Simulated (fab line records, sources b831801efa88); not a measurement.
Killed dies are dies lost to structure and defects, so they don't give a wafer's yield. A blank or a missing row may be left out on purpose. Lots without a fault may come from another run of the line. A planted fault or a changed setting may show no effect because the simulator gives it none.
Chamber matching | flow gf180mcu | GF_V3_ETCH_16 on rie_diel-04: 4 sister chambers
The step etches BARC in N2/H2. 16 wafers are shown with their chamber, then 8 later ones without.

WAFERS WITH THEIR CHAMBER
wafer  | chamber | drypump_motor_current_A (A) | throttle_valve_pct (%) | oes_product_au (a.u.)
L078.2 | 0       | 5.95                        | 13.227                 | 0.855
L078.4 | 2       | 6.24                        | 13.229                 | 0.862
L078.6 | 1       | 5.79                        | 13.239                 | 0.855
L080.3 | 2       | 6.24                        | 13.230                 | 0.862
L080.4 | 1       | 5.82                        | 13.219                 | 0.852
L080.5 | 2       | 6.23                        | 13.231                 | 0.851
L079.2 | 3       | 5.56                        | 13.234                 | 0.856
L079.5 | 0       | 5.99                        | 13.220                 | 0.850
L079.6 | 3       | 5.56                        | 13.233                 | 0.855
L082.2 | 0       | 6.02                        | 13.218                 | 0.856
L082.3 | 1       | 5.81                        | 13.244                 | 0.862
L082.5 | 1       | 5.81                        | 13.228                 | 0.850
L083.2 | 2       | 6.23                        | 13.218                 | 0.859
L083.3 | 0       | 6.04                        | 13.233                 | 0.857
L083.6 | 0       | 6.01                        | 13.210                 | 0.855
L088.3 | 0       | 5.99                        | 13.227                 | 0.854

SIGNATURES (means of the wafers above)
reading                 | chamber 0 | chamber 1 | chamber 2 | chamber 3 | scatter within a chamber
drypump_motor_current_A | 6.0000    | 5.8075    | 6.2350    | 5.5600    | 0.0212
throttle_valve_pct      | 13.22250  | 13.23250  | 13.22700  | 13.23350  | 0.00827
oes_product_au          | 0.85450   | 0.85475   | 0.85850   | 0.85550   | 0.00402
Rule: a wafer's distance from a chamber is the root of the sum, over the readings, of the square of ((its reading less the chamber's mean) divided by the reading's scatter). The wafer belongs to the nearest chamber; if the next one is less than 2 further off, it can't be placed. The scatter: the root of (the sum of the squares of (reading less its chamber's mean) over the shown wafers, divided by (wafers less chambers)).

WAFERS WITHOUT THEIR CHAMBER
wafer  | drypump_motor_current_A (A) | throttle_valve_pct (%) | oes_product_au (a.u.)
L088.4 | 5.77                        | 13.220                 | 0.852
L088.6 | 5.97                        | 13.233                 | 0.856
L091.4 | 5.80                        | 13.218                 | 0.854
L091.5 | 6.01                        | 13.225                 | 0.857
L091.6 | 5.56                        | 13.243                 | 0.858
L093.1 | 5.96                        | 13.224                 | 0.856
L093.3 | 5.80                        | 13.221                 | 0.857
L093.5 | 5.56                        | 13.229                 | 0.851

WHICH CHAMBER EACH WENT THROUGH
wafer  | from the rows above | in truth
L088.4 | 1                   | 1
L088.6 | 0                   | 0
L091.4 | 1                   | 1
L091.5 | 0                   | 0
L091.6 | 3                   | 3
L093.1 | 0                   | 0
L093.3 | 1                   | 1
L093.5 | 3                   | 3
Placed correctly: 8 of 8. Can't be placed from these rows: 0. Placed wrongly: 0.
